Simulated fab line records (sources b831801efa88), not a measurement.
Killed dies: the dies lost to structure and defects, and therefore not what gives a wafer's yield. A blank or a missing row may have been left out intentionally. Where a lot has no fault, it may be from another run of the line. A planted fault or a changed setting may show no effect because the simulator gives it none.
8D (eight disciplines) problem report, filled in by code || flow sky130 || the parts of the form that need people (team, actions taken, sign-off) are left out

== 1. WHAT WENT WRONG ==
Wafers without a fault read 74.1 s, standard deviation 0.54; run-length-s at SKY_FIELD_ISO_ETCH_14 reads a mean of 47.0 s on 3 wafers belonging to 2 lots. That is -50 standard deviations from the usual mean.
The step: etches BARC in N2/H2, stops on SiO2, time 45.9 s, target depth 60 nm.
The first sign was on wafer L738.2 at day 5 00:24, on rie-diel-02. The record has a number at this step for 42 wafers belonging to 14 lots. Rule for "out" (also "out of limits"): further than 4 standard deviations from the usual mean. The other wafers with a number count as sound.

== 2. WHAT IT IS, AND WHAT IT ISN'T ==
{"question": "which readings at this step", "is": "run-length-s, oes-product-au", "is not": "drypump-motor-current-A"}
{"question": "which lots", "is": "L738, L740", "is not": "L726, L727, L728, L730, L731, L732, L733, L739, L741, L743, L747, L748"}
{"question": "which wafers of those lots", "is": "L738.2, L738.3, L740.3", "is not": "L738.4, L740.5, L740.6"}
{"question": "read on which tools", "is": "rie-diel-02", "is not": "rie-diel-03, rie-diel-04"}
{"question": "when", "is": "from day 5 00:24", "is not": "up to then (22 sound wafers); but 17 sound wafers of L739, L740, L741, L743, L747, L748 came after"}

== 3. SUSPECTS, AND WHAT RULES EACH OUT ==
Counting: a tool at a process step up to the reading stays a suspect if it ran every lot that is out. Sound lots after the first of them don't rule it out here, since some wafers of a struck lot are sound.
- rie-diel-02 at SKY_FIELD_ISO_ETCH_14 (etches BARC in N2/H2, stops on SiO2, time 45.9 s, target depth 60 nm): kept. Every lot that is out went through it, the first being L738 (day 5 00:24); the last sound lot it ran before that was L733 (day 3 22:15). Its own oes-product-au, run-length-s readings are out on those wafers.
- Within rie-diel-02 at SKY_FIELD_ISO_ETCH_14: the wafers that are out ran in chambers 1, 2; their sound lot-mates ran in chambers 0, 3.
After counting, what remains is rie-diel-02 at SKY_FIELD_ISO_ETCH_14.

== 4. THE CAUSE (what the simulator had put in) ==
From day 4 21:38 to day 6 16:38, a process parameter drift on rie-diel-02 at SKY_FIELD_ISO_ETCH_14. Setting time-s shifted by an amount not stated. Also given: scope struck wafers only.
The count eliminated every tool but this one.

== 5. THE CHAIN OF EFFECTS, in route order ==
One row per reading whose mean, taken over the struck wafers that have a number, lies over 3 standard deviations from the usual. Only readings for which the record gives a usual standard deviation are gone through. hours: the time from each lot's start at the first step in this table that gives one to its start at this step, as a median over the lots. sigmas: the change in usual standard deviations.
{"hours": 0, "step": "SKY_FIELD_ISO_ETCH_14", "reading": "oes-product-au", "usual": "0.854 a.u.", "on struck wafers": 1.000, "change": "+0.146", "sigmas": "+32"}
{"hours": 0, "step": "SKY_FIELD_ISO_ETCH_14", "reading": "run-length-s", "usual": "74.1 s", "on struck wafers": 47.0, "change": -27.1, "sigmas": -50}
{"hours": 0, "step": "SKY_FIELD_ISO_ETCH_15", "reading": "oes-product-au", "usual": "0.947 a.u.", "on struck wafers": 0.380, "change": -0.567, "sigmas": -94}
{"hours": 0, "step": "SKY_FIELD_ISO_ETCH_15", "reading": "throttle-valve-pct", "usual": "8.844 %", "on struck wafers": 8.674, "change": -0.170, "sigmas": -19}
{"hours": 0, "step": "SKY_FIELD_ISO_STRIP_16", "reading": "strip-time-to-endpoint-s", "usual": "3.556 s", "on struck wafers": 3.851, "change": "+0.295", "sigmas": "+11"}
Here are the process steps it includes:
- SKY_FIELD_ISO_ETCH_14: etches BARC in N2/H2, stops on SiO2, time 45.9 s, target depth 60 nm.
- SKY_FIELD_ISO_ETCH_15: etches the open film in CHF3/O2, stops on Si, target depth 180 nm, time 72 s.
- SKY_FIELD_ISO_STRIP_16: strips in O2/N2.

== 6. HOW IT WOULD HAVE BEEN CAUGHT EARLIER ==
In this record the first reading out of limits was taken at day 5 00:24, 3 hours after the fault began at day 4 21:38.
